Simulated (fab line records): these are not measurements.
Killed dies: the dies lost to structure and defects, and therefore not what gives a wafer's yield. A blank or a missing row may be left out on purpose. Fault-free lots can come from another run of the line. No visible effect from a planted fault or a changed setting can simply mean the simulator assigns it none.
Which tool was responsible? / flow sky130 / 6 lots, 18 wafers sampled, at 2 steps of a route of 708

WHAT THE GAUGES SHOWED, per wafer
SKY_VT_ADJUST_HVTR_TW_MEAS_11.
lot=L468; measured=day 10 04:59; on=film metro-01; VT_ADJUST_HVTR_TW=209.2 209.0 209.0
lot=L472; measured=day 11 13:29; on=film metro-01; VT_ADJUST_HVTR_TW=211.3 210.9 210.7
lot=L473; measured=day 11 22:55; on=film metro-02; VT_ADJUST_HVTR_TW=212.1 212.7 212.3
lot=L477; measured=day 12 15:47; on=film metro-01; VT_ADJUST_HVTR_TW=210.4 210.1 210.4
lot=L485; measured=day 14 23:04; on=film metro-01; VT_ADJUST_HVTR_TW=255.1 256.4 256.6
lot=L489; measured=day 16 13:41; on=film metro-03; VT_ADJUST_HVTR_TW=212.8 211.4 213.7

WHAT TOOL EACH LOT RAN ON (gives the tool, then ch and the chambers of the sampled wafers, and finally the start)
lot=L468; SKY_VT_ADJUST_HVTR_IMPLANT_09=implanter-03 ch 0, day 10 04:44
lot=L472; SKY_VT_ADJUST_HVTR_IMPLANT_09=implanter-02 ch 0, day 11 13:15
lot=L473; SKY_VT_ADJUST_HVTR_IMPLANT_09=implanter-03 ch 0, day 11 22:41
lot=L477; SKY_VT_ADJUST_HVTR_IMPLANT_09=implanter-01 ch 0, day 12 15:32
lot=L485; SKY_VT_ADJUST_HVTR_IMPLANT_09=implanter-02 ch 0, day 14 22:31
lot=L489; SKY_VT_ADJUST_HVTR_IMPLANT_09=implanter-01 ch 0, day 16 13:26
- SKY_VT_ADJUST_HVTR_IMPLANT_09

THE ANSWER, worked out from the rows above alone
Rule: usual is defined by the lots themselves. The widest of any qualifying gaps counts: lots, ordered by their means at a reading, are off when they make up no more than a third of the lots, leave a main group of 4 or more, and stand apart from it by 3 or more times the standard deviation of that group's means. The tables above print the reading to a certain number of digits; a main group whose means all agree to those digits is not used. Also off: a lot with no number at a reading for which 4 or more lots have one. Where the step has rows for the other lots, those lots are counted as sound.
Off: at SKY_VT_ADJUST_HVTR_TW_MEAS_11 (VT_ADJUST_HVTR_TW), L485. Mean 211.1 and standard deviation 1.3 in the main group.
If a tool, at a process step before that reading, ran all the lots that are off and no sound lot after the first of them, it fits. Gauges at SKY_VT_ADJUST_HVTR_TW_MEAS_11: tried the same way as those tools. Can't be told from this: 2 tools fit, implanter-02 at SKY_VT_ADJUST_HVTR_IMPLANT_09, film metro-01 at SKY_VT_ADJUST_HVTR_TW_MEAS_11.

WHAT WAS PUT IN BY THE SIMULATOR
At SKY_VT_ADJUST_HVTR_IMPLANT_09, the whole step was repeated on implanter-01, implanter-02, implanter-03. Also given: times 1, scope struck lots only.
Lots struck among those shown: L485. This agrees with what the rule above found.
